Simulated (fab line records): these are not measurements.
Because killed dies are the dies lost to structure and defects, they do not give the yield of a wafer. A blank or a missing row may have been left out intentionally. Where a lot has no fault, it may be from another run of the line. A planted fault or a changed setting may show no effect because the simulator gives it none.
fab line records	flow sky130	part 1 of 2: steps 1 to 28 of 40
record lots=5	wafers=15	lastDay=51
route steps=708 shown SD_P@359 RES_XHIGH@360 SALICIDE@361 LI_CONTACT@362 LOCAL_INTERCONNECT@387
lots that met no fault: taken from a fault-free run of the same line
startH: hours from the record's opening day to when the first of the lot's shown wafers began	waitH: time in hours since the lot's previous step	" identical to the entry in the row above	L1.1+2: a row that stands for several wafers	- no value, or no start was given	* or withheld: withheld	< > ~ a bound
route shown NAME@n: a module of which the file shows steps, and the number in the route of the first	usual: the fault-free wafers' mean and standard deviation	same: alike in all rows	chamber/n: place in a boat	sites: each site's reading	_std_site: the values' standard deviation	_edge_site: the outer-site mean with the inner-site mean subtracted	radiusMm: how far each site lies from the wafer's centre	mask NAME#n: copy n	behind: tool/chamber where the wafer was last shaped	hold: what put the lot on hold/how long, in hours/how the hold closed	device: names the non-switching transistor (n, p or np)	end of line: at the end of the route, the tests of the same wafers	for a step that has no rows: nothing shown but its recipe	killed: dies lost to structure and defects at the first sort, not the wafer's yield	map: the dies of a wafer, with x for killed, . for not killed, _ for no die there
set.NAME: the setting as run; set.NAME@STEP: as run at that earlier step	model.NAME: the simulator's own value behind a step, which no gauge read
lots seen at some steps along the route; tables by step, rows by wafer
services: the hour from which a tool's chamber was out of use, counted from the record's first day as startH (under 0 if before that day), plus the number of hours and why
## steps
# step SKY_SD_N_RS_MEAS_17
# recipe thkMeasGauge=four-point-probe
# usual SD_P_RS=147.1/0.37
lot.wafer	tool	chamber	startH	waitH	SD_P_RS[ohm/sq]
L074.2	filmMetro-04	-	675.94	0.1	146.9
L074.4	"	-	"	"	146.6
L074.6	"	-	"	"	147.3
L093.3	filmMetro-02	-	838.36	0.1	147.4
L093.4	"	-	"	"	147.0
L093.5	"	-	"	"	147.2
L095.3	filmMetro-03	-	840.83	0.1	147.0
L095.4	"	-	"	"	147.3
L095.6	"	-	"	"	147.3
L091.1	filmMetro-02	-	841.45	0.1	146.9
L091.2	"	-	"	"	147.0
L091.3	"	-	"	"	146.8
L097.3	filmMetro-04	-	843.99	0.1	146.9
L097.4	"	-	"	"	146.7
L097.5	"	-	"	"	146.8
# step SKY_SD_N_RS_MEAS_18
# recipe thkMeasGauge=four-point-probe
# usual RES_XHIGH_RS=333.5/1.1
lot.wafer	tool	chamber	startH	waitH	RES_XHIGH_RS[ohm/sq]
L074.2	filmMetro-04	-	676.06	0.1	333.1
L074.4	"	-	"	"	333.0
L074.6	"	-	"	"	330.8
L093.3	filmMetro-02	-	838.48	0.1	333.9
L093.4	"	-	"	"	333.9
L093.5	"	-	"	"	333.9
L095.3	filmMetro-03	-	840.95	0.1	333.5
L095.4	"	-	"	"	332.5
L095.6	"	-	"	"	332.9
L091.1	filmMetro-02	-	841.57	0.1	335.1
L091.2	"	-	"	"	335.6
L091.3	"	-	"	"	334.0
L097.3	filmMetro-04	-	844.11	0.1	333.0
L097.4	"	-	"	"	333.4
L097.5	"	-	"	"	332.8
# step SKY_SALICIDE_CLEAN_00
# recipe chemistry=HF-last	timeS=30	dilution=100:1	dry=ipaMarangoni
lot.wafer	tool	chamber	startH	waitH
L074.2+4+6	wetBench-01	0	676.16	0.1
L093.3+4+5	wetBench-04	3	838.56	0.1
L095.3+4+6	wetBench-04	1	841.03	0.1
L091.1+2+3	wetBench-01	0	841.69	0.1
L097.3+4+5	wetBench-03	1	844.19	0.1
# step SKY_LI_CONTACT_HDPCVD_00
# recipe material=PSG	targetThkNm=930	sigmaOpenFrac=0.3	timeS=155	tempC=600	sih4FlowSccm=60	pressureMtorr=6
# usual pressureMtorr=5.998/0.012
lot.wafer	tool	chamber	startH	waitH	pressureMtorr
L074.2	hdpcvd-02	0	676.18	0.0	6.009
L074.4	"	2	"	"	6.018
L074.6	"	0	"	"	6.016
L093.3	hdpcvd-02	2	838.58	0.0	5.987
L093.4	"	2	"	"	5.994
L093.5	"	1	"	"	6.008
L095.3	hdpcvd-02	0	841.05	0.0	5.985
L095.4	"	0	"	"	6.015
L095.6	"	1	"	"	5.996
L091.1	hdpcvd-01	2	841.71	0.0	5.971
L091.2	"	0	"	"	5.978
L091.3	"	1	"	"	5.997
L097.3	hdpcvd-01	0	844.20	0.0	5.993
L097.4	"	1	"	"	6.006
L097.5	"	2	"	"	5.992
# step SKY_LI_CONTACT_THK_MEAS_01
# recipe reads=PSG_of_LI_CONTACT_HDPCVD_00
# usual LI_CONTACT_HDPCVD_THK=930/8.5
lot.wafer	tool	chamber	startH	waitH	LI_CONTACT_HDPCVD_THK[nm]
L074.2	filmMetro-04	-	676.29	0.1	935
L074.4	"	-	"	"	946
L074.6	"	-	"	"	928
L093.3	filmMetro-04	-	838.70	0.1	934
L093.4	"	-	"	"	941
L093.5	"	-	"	"	940
L095.3	filmMetro-03	-	841.17	0.1	926
L095.4	"	-	"	"	941
L095.6	"	-	"	"	932
L091.1	filmMetro-04	-	841.81	0.1	919
L091.2	"	-	"	"	932
L091.3	"	-	"	"	918
L097.3	filmMetro-02	-	844.32	0.1	939
L097.4	"	-	"	"	910
L097.5	"	-	"	"	927
# step SKY_LI_CONTACT_CMP_02
# recipe material=PSG	downForcePsi=4	platenRpm=60	padVelocityMS=0.94248
# usual motorCurrentA=12.1/1.8	timeToEndpointS=34.1/2.8
lot.wafer	tool	chamber	startH	waitH	motorCurrentA	timeToEndpointS
L074.4	cmp-01	2	676.69	0.4	13.6	34.8
L074.2	"	3	"	"	13.4	34.0
L074.6	"	0	"	"	10.9	38.8
L093.3	cmp-02	3	838.84	0.1	9.8	36.7
L093.4	"	0	"	"	10.8	35.7
L093.5	"	2	"	"	15.3	39.3
L095.3	cmp-02	1	841.21	0.0	11.3	35.5
L095.4	"	3	"	"	10.0	34.3
L095.6	"	1	"	"	10.9	37.7
L091.3	cmp-01	3	841.87	0.0	13.3	35.5
L091.1	"	1	"	"	11.9	31.0
L091.2	"	2	"	"	13.0	32.3
L097.4	cmp-02	3	844.52	0.2	9.9	35.7
L097.3	"	0	"	"	11.6	34.5
L097.5	"	2	"	"	15.8	38.1
# step SKY_LI_CONTACT_BOW_MEAS_03
# recipe mode=bow
# usual LI_CONTACT_BOW=56/6.9
lot.wafer	tool	chamber	startH	waitH	LI_CONTACT_BOW[um]
L074.2	filmMetro-02	-	676.91	0.1	61
L074.4	"	-	"	"	55
L074.6	"	-	"	"	73
L093.3	filmMetro-04	-	839.08	0.2	69
L093.4	"	-	"	"	64
L093.5	"	-	"	"	44
L095.3	filmMetro-03	-	841.55	0.3	51
L095.4	"	-	"	"	52
L095.6	"	-	"	"	55
L091.1	filmMetro-02	-	842.17	0.1	57
L091.2	"	-	"	"	57
L091.3	"	-	"	"	49
L097.3	filmMetro-03	-	844.81	0.2	46
L097.4	"	-	"	"	60
L097.5	"	-	"	"	57
# step SKY_LI_CONTACT_DEHYDRATE_04
# recipe tempC=200	timeS=60
lot.wafer	tool	chamber	startH	waitH
L074.2+4+6	lithoTrack-02	0	688.96	12.0
L093.3+4+5	lithoTrack-03	0	851.09	12.0
L095.3+4+6	lithoTrack-02	0	853.48	11.9
L091.1+2+3	lithoTrack-04	0	853.83	11.6
L097.3+4+5	lithoTrack-03	0	856.69	11.9
# step SKY_LI_CONTACT_HMDS_05
# recipe primeTimeS=60	primeTempC=120
# usual primeTempC=119.99/0.12
lot.wafer	tool	chamber	startH	waitH	primeTempC
L074.2	lithoTrack-02	0	689.11	0.1	120.05
L074.4	"	0	"	"	119.70
L074.6	"	0	"	"	120.00
L093.3	lithoTrack-03	0	851.24	0.1	119.97
L093.4	"	0	"	"	120.01
L093.5	"	0	"	"	119.98
L095.3	lithoTrack-02	0	853.63	0.1	120.13
L095.4	"	0	"	"	119.97
L095.6	"	0	"	"	119.99
L091.1	lithoTrack-04	0	853.98	0.1	120.01
L091.2	"	0	"	"	119.99
L091.3	"	0	"	"	119.90
L097.3	lithoTrack-03	0	856.84	0.1	120.08
L097.4	"	0	"	"	119.93
L097.5	"	0	"	"	119.94
# step SKY_LI_CONTACT_COAT_06
# recipe resist=BARC	tempC=withheld	timeS=withheld	spinRpm=3000	resistThkNm=60
# usual dispensePressureKPa=48/4.3
lot.wafer	tool	chamber	startH	waitH	dispensePressureKPa
L074.2	lithoTrack-02	0	689.26	0.1	45
L074.4	"	0	"	"	45
L074.6	"	0	"	"	45
L093.3	lithoTrack-03	0	851.39	0.1	46
L093.4	"	0	"	"	46
L093.5	"	0	"	"	46
L095.3	lithoTrack-02	0	853.78	0.1	45
L095.4	"	0	"	"	45
L095.6	"	0	"	"	45
L091.1	lithoTrack-04	0	854.13	0.1	55
L091.2	"	0	"	"	55
L091.3	"	0	"	"	55
L097.3	lithoTrack-03	0	856.99	0.1	46
L097.4	"	0	"	"	46
L097.5	"	0	"	"	46
# step SKY_LI_CONTACT_COAT_07
# recipe resist=KrF-thick	spinRpm=3000	resistThkNm=450
# usual dispensePressureKPa=48/4.3
lot.wafer	tool	chamber	startH	waitH	dispensePressureKPa
L074.2	lithoTrack-02	0	-	-	45
L074.4	"	0	"	"	45
L074.6	"	0	"	"	45
L093.3	lithoTrack-03	0	-	-	46
L093.4	"	0	"	"	46
L093.5	"	0	"	"	46
L095.3	lithoTrack-02	0	-	-	45
L095.4	"	0	"	"	45
L095.6	"	0	"	"	45
L091.1	lithoTrack-04	0	-	-	55
L091.2	"	0	"	"	55
L091.3	"	0	"	"	55
L097.3	lithoTrack-03	0	-	-	46
L097.4	"	0	"	"	46
L097.5	"	0	"	"	46
# step SKY_LI_CONTACT_SOFTBAKE_08
# recipe tempC=100	timeS=90	resist=KrF-thick
lot.wafer	tool	chamber	startH	waitH
L074.2+4+6	lithoTrack-02	0	-	-
L093.3+4+5	lithoTrack-03	0	-	-
L095.3+4+6	lithoTrack-02	0	-	-
L091.1+2+3	lithoTrack-04	0	-	-
L097.3+4+5	lithoTrack-03	0	-	-
# step SKY_LI_CONTACT_EXPOSE_09
# recipe maskId=LICM1	na=0.8	sourceShape=annular	sigmaInner=0.55	sigmaOuter=0.85	targetCdNm=170	doseMj=38
lot.wafer	tool	chamber	startH	waitH	mask
L074.2+4+6	krfScanner-02	0	-	-	LICM1#0
L093.3+4+5	krfScanner-02	0	-	-	LICM1#0
L095.3+4+6	krfScanner-02	0	-	-	LICM1#0
L091.1+2+3	krfScanner-02	0	-	-	LICM1#0
L097.3+4+5	krfScanner-01	0	-	-	LICM1#0
# step SKY_LI_CONTACT_PEB_10
# recipe pebTempC=withheld	pebTimeS=withheld	resist=KrF-thick
lot.wafer	tool	chamber	startH	waitH
L074.2+4+6	lithoTrack-02	0	-	-
L093.3+4+5	lithoTrack-04	0	-	-
L095.3+4+6	lithoTrack-03	0	-	-
L091.1+2+3	lithoTrack-04	0	-	-
L097.3+4+5	lithoTrack-02	0	-	-
# step SKY_LI_CONTACT_DEVELOP_11
# recipe developTimeS=60	resist=KrF-thick	devTempC=21
lot.wafer	tool	chamber	startH	waitH
L074.2+4+6	lithoTrack-02	0	-	-
L093.3+4+5	lithoTrack-04	0	-	-
L095.3+4+6	lithoTrack-03	0	-	-
L091.1+2+3	lithoTrack-04	0	-	-
L097.3+4+5	lithoTrack-02	0	-	-
# step SKY_LI_CONTACT_CD_MEAS_12
# recipe targetCdNm=170
# usual cdNm=170.1/1.7
lot.wafer	tool	chamber	startH	waitH	cdNm
L074.2	cdSem-02	-	704.65	-	170.1
L074.4	"	-	"	"	168.7
L074.6	"	-	"	"	169.6
L093.3	cdSem-01	-	865.52	-	169.1
L093.4	"	-	"	"	169.8
L093.5	"	-	"	"	168.7
L095.3	cdSem-01	-	867.88	-	172.4
L095.4	"	-	"	"	171.0
L095.6	"	-	"	"	173.2
L091.1	cdSem-01	-	868.08	-	168.7
L091.2	"	-	"	"	170.1
L091.3	"	-	"	"	169.6
L097.3	cdSem-01	-	871.13	-	171.9
L097.4	"	-	"	"	171.7
L097.5	"	-	"	"	171.2
# step SKY_LI_CONTACT_OVL_MEAS_13
# usual LI_CONTACT_OVL=-1/5.1
lot.wafer	tool	chamber	startH	waitH	LI_CONTACT_OVL[nm]
L074.2	overlay-02	-	704.76	0.1	-4
L074.4	"	-	"	"	0
L074.6	"	-	"	"	4
L093.3	overlay-02	-	865.61	0.1	1
L093.4	"	-	"	"	6
L093.5	"	-	"	"	-5
L095.3	overlay-02	-	867.97	0.1	3
L095.4	"	-	"	"	4
L095.6	"	-	"	"	-5
L091.1	overlay-02	-	868.20	0.1	-5
L091.2	"	-	"	"	1
L091.3	"	-	"	"	-1
L097.3	overlay-01	-	871.22	0.1	-7
L097.4	"	-	"	"	-2
L097.5	"	-	"	"	-6
# step SKY_LI_CONTACT_ETCH_14
# recipe chemistry=N2/H2	target=BARC	ionEnergyEv=200	sourceW=500	biasW=100	pressureMtorr=30	n2FlowSccm=100	h2FlowSccm=200	stopOn=SiO2	timeS=45.9	targetDepthA=600
# usual drypumpMotorCurrentA=5.9/0.44	oesProductAu=0.855/0.0043	throttleValvePct=13.224/0.009
lot.wafer	tool	chamber	startH	waitH	drypumpMotorCurrentA	oesProductAu	rfHoursCounterH	throttleValvePct
L074.2	rieDiel-01	2	704.79	0.0	6.3	0.850	1	13.238
L074.4	"	0	"	"	6.5	0.861	7	13.216
L074.6	"	2	"	"	6.4	0.851	-	13.227
L093.3	rieDiel-02	2	865.64	0.0	5.2	0.848	16	13.226
L093.4	"	1	"	"	5.6	0.851	14	13.223
L093.5	"	1	"	"	5.6	0.860	-	13.214
L095.3	rieDiel-04	0	867.99	0.0	5.5	0.852	13	13.232
L095.4	"	3	"	"	6.0	0.855	14	13.219
L095.6	"	1	"	"	5.7	0.862	-	13.224
L091.1	rieDiel-01	2	868.24	0.0	6.4	0.859	4	13.228
L091.2	"	3	"	"	5.5	0.855	5	13.222
L091.3	"	1	"	"	5.6	0.849	17	13.216
L097.3	rieDiel-02	1	871.24	0.0	5.6	0.856	14	13.225
L097.4	"	2	"	"	5.2	0.856	17	13.210
L097.5	"	3	"	"	5.6	0.861	-	13.222
# step SKY_LI_CONTACT_ETCH_15
# recipe target=PSG	chemistry=C4F8/O2/Ar	stopOn=Si	taperDeg=4.15	maskMaterial=KrF-thick	sourceW=1500	biasW=1200	pressureMtorr=40	c4f8FlowSccm=withheld	O2_flow_sccm=6	Ar_flow_sccm=300	timeS=withheld	targetDepthA=6000
# usual oesProductAu=0.837/0.0043
lot.wafer	tool	chamber	startH	waitH	oesProductAu
L074.2	rieDiel-01	2	704.83	0.0	0.834
L074.4	"	0	"	"	0.835
L074.6	"	2	"	"	0.836
L093.3	rieDiel-02	2	865.68	0.0	0.830
L093.4	"	1	"	"	0.844
L093.5	"	1	"	"	0.834
L095.3	rieDiel-04	0	868.03	0.0	0.840
L095.4	"	3	"	"	0.834
L095.6	"	1	"	"	0.836
L091.1	rieDiel-01	2	868.28	0.0	0.831
L091.2	"	3	"	"	0.839
L091.3	"	1	"	"	0.844
L097.3	rieDiel-02	1	871.28	0.0	0.838
L097.4	"	2	"	"	0.832
L097.5	"	3	"	"	0.829
# step SKY_LI_CONTACT_STRIP_16
# recipe chemistry=O2/N2	powerW=1400	pressureMtorr=1500	platenTempC=withheld	o2FlowSccm=3000	n2FlowSccm=300	overashFraction=0.5
# usual drypumpMotorCurrentA=5.62/0.19	oesProductAu=0.376/0.005	stripTimeToEndpointS=3.50/0.037
lot.wafer	tool	chamber	startH	waitH	drypumpMotorCurrentA	oesProductAu	rfHoursCounterH	stripTimeToEndpointS
L074.2	plasmaAsher-03	1	704.92	-	5.46	0.379	86	3.53
L074.4	"	0	"	"	5.93	0.375	-	3.51
L074.6	"	1	"	"	5.50	0.377	-	3.55
L093.3	plasmaAsher-03	1	865.80	-	5.46	0.386	-	3.53
L093.4	"	0	"	"	5.92	0.369	-	3.44
L093.5	"	1	"	"	5.49	0.376	-	3.46
L095.3	plasmaAsher-02	0	868.15	-	5.59	0.383	-	3.55
L095.4	"	1	"	"	5.31	0.383	-	3.51
L095.6	"	0	"	"	5.61	0.377	-	3.51
L091.1	plasmaAsher-04	0	868.36	-	5.71	0.374	10	3.49
L091.2	"	1	"	"	5.65	0.376	10	3.50
L091.3	"	1	"	"	5.64	0.363	-	3.43
L097.3	plasmaAsher-04	0	871.40	-	5.75	0.370	-	3.44
L097.4	"	1	"	"	5.64	0.370	-	3.49
L097.5	"	1	"	"	5.63	0.376	-	3.49
# step SKY_LI_CONTACT_CLEAN_17
# recipe chemistry=NMP	timeS=600	tempC=60	dry=n2Spin
lot.wafer	tool	chamber	startH	waitH
L074.2+4+6	wetBench-03	2	705.02	0.1
L093.3+4+5	wetBench-03	1	865.86	0.0
L095.3+4+6	wetBench-03	2	868.22	0.0
L091.1+2+3	wetBench-01	1	868.46	0.1
L097.3+4+5	wetBench-01	0	871.47	0.0
# step SKY_LI_CONTACT_PRE_CLEAN_18
# recipe gas=Ar	timeS=5.6	biasV=358
lot.wafer	tool	chamber	startH	waitH
L074.2+4+6	pvdSputter-01	-	705.19	0.0
L093.3+4+5	pvdSputter-01	-	866.04	0.0
L095.3+4+6	pvdSputter-04	-	868.39	0.0
L091.1+2+3	pvdSputter-02	-	868.64	0.0
L097.3+4+5	pvdSputter-02	-	871.64	0.0
# step SKY_LI_CONTACT_SPUTTER_19
# recipe material=Ti	targetThkNm=20	chamberPressurePa=5	powerW=2500	substrateTempC=200	timeS=106.37
# usual substrateTempC=199.99/0.15	throttleValvePct=30.2/0.93
lot.wafer	tool	chamber	startH	waitH	substrateTempC	throttleValvePct
L074.2	pvdSputter-01	-	705.21	0.0	200.12	30.8
L074.4	"	-	"	"	199.65	29.1
L074.6	"	-	"	"	199.83	28.9
L093.3	pvdSputter-01	-	866.06	0.0	199.94	28.9
L093.4	"	-	"	"	200.06	29.8
L093.5	"	-	"	"	200.05	30.6
L095.3	pvdSputter-04	-	868.41	0.0	199.87	29.1
L095.4	"	-	"	"	199.91	29.8
L095.6	"	-	"	"	199.94	30.3
L091.1	pvdSputter-02	-	868.66	0.0	200.05	29.9
L091.2	"	-	"	"	200.16	31.4
L091.3	"	-	"	"	199.99	31.0
L097.3	pvdSputter-02	-	871.66	0.0	199.92	30.7
L097.4	"	-	"	"	199.96	29.1
L097.5	"	-	"	"	199.99	29.7
# step SKY_LI_CONTACT_SPUTTER_20
# recipe material=TiN	targetThkNm=20	chamberPressurePa=5	powerW=4000	timeS=80
# usual throttleValvePct=30.2/0.92
lot.wafer	tool	chamber	startH	waitH	throttleValvePct
L074.2	pvdSputter-01	-	705.29	0.0	31.0
L074.4	"	-	"	"	28.8
L074.6	"	-	"	"	28.8
L093.3	pvdSputter-01	-	866.13	0.0	29.0
L093.4	"	-	"	"	29.8
L093.5	"	-	"	"	30.5
L095.3	pvdSputter-04	-	868.49	0.0	29.3
L095.4	"	-	"	"	29.8
L095.6	"	-	"	"	30.0
L091.1	pvdSputter-02	-	868.73	0.0	29.9
L091.2	"	-	"	"	31.5
L091.3	"	-	"	"	30.7
L097.3	pvdSputter-02	-	871.74	0.0	30.5
L097.4	"	-	"	"	28.9
L097.5	"	-	"	"	29.8
# step SKY_LI_CONTACT_CVD_21
# recipe material=W	targetThkNm=400	timeS=120.56	tempC=400	pressureTorr=40
# usual heaterPowerW=828/56
lot.wafer	tool	chamber	startH	waitH	heaterPowerW
L074.2	cvdW-01	0	705.35	0.0	889
L074.4	"	0	"	"	906
L074.6	"	0	"	"	885
L093.3	cvdW-01	1	866.24	0.1	760
L093.4	"	0	"	"	889
L093.5	"	0	"	"	879
L095.3	cvdW-01	1	868.59	0.1	807
L095.4	"	0	"	"	899
L095.6	"	1	"	"	794
L091.1	cvdW-02	1	868.80	0.0	849
L091.2	"	0	"	"	768
L091.3	"	0	"	"	751
L097.3	cvdW-01	0	871.84	0.1	901
L097.4	"	1	"	"	787
L097.5	"	0	"	"	904
# step SKY_LI_CONTACT_RS_MEAS_22
# recipe thkMeasGauge=four-point-probe	reads=W_of_LI_CONTACT_CVD_21+TiN_of_LI_CONTACT_SPUTTER_20+Ti_of_LI_CONTACT_SPUTTER_19
# usual LI_CONTACT_W_RS=0.2838/0.0027
lot.wafer	tool	chamber	startH	waitH	LI_CONTACT_W_RS[ohm/sq]
L074.2	filmMetro-04	-	705.50	0.1	0.2852
L074.4	"	-	"	"	0.2838
L074.6	"	-	"	"	0.2855
L093.3	filmMetro-04	-	866.36	0.1	0.2834
L093.4	"	-	"	"	0.2838
L093.5	"	-	"	"	0.2858
L095.3	filmMetro-04	-	868.72	0.1	0.2853
L095.4	"	-	"	"	0.2907
L095.6	"	-	"	"	0.2864
L091.1	filmMetro-02	-	868.92	0.1	0.2849
L091.2	"	-	"	"	0.2821
L091.3	"	-	"	"	0.2846
L097.3	filmMetro-03	-	871.97	0.1	0.2852
L097.4	"	-	"	"	0.2845
L097.5	"	-	"	"	0.2846
# step SKY_LI_CONTACT_THK_MEAS_23
# recipe thkMeasGauge=xrf	reads=W_of_LI_CONTACT_CVD_21
# usual LI_CONTACT_W_THK=417/6.8
lot.wafer	tool	chamber	startH	waitH	LI_CONTACT_W_THK[nm]
L074.2	filmMetro-04	-	705.61	0.1	414
L074.4	"	-	"	"	418
L074.6	"	-	"	"	415
L093.3	filmMetro-04	-	866.46	0.1	420
L093.4	"	-	"	"	416
L093.5	"	-	"	"	414
L095.3	filmMetro-04	-	868.82	0.1	413
L095.4	"	-	"	"	406
L095.6	"	-	"	"	412
L091.1	filmMetro-02	-	869.04	0.1	409
L091.2	"	-	"	"	413
L091.3	"	-	"	"	409
L097.3	filmMetro-03	-	872.07	0.1	425
L097.4	"	-	"	"	427
L097.5	"	-	"	"	426
# step SKY_LI_CONTACT_CMP_24
# recipe stopOn=PSG	tOverpolishS=20	downForcePsi=3.5	platenRpm=60	targetThkNm=0	padVelocityMS=0.94248
# usual motorCurrentA=11.0/1.7	overpolishRunS=20.001/0.0092	timeToEndpointS=98/3.2
lot.wafer	tool	chamber	startH	waitH	motorCurrentA	overpolishRunS	timeToEndpointS
L074.2	cmp-02	3	706.21	0.6	8.8	19.985	94
L074.4	"	0	"	"	10.6	19.999	95
L074.6	"	3	"	"	8.7	19.988	96
L093.4	cmp-01	0	866.52	0.0	9.5	19.995	104
L093.3	"	2	"	"	12.5	20.001	92
L093.5	"	0	"	"	9.8	19.998	101
L095.4	cmp-01	3	868.91	0.1	12.9	20.014	100
L095.3	"	1	"	"	11.2	20.003	94
L095.6	"	2	"	"	12.2	20.004	95
L091.2	cmp-01	0	869.16	0.1	9.8	20.004	101
L091.3	"	2	"	"	11.9	20.002	97
L091.1	"	3	"	"	12.6	20.020	106
L097.3	cmp-01	2	872.52	0.4	11.7	20.002	95
L097.4	"	1	"	"	11.2	20.010	95
L097.5	"	3	"	"	12.6	19.988	101
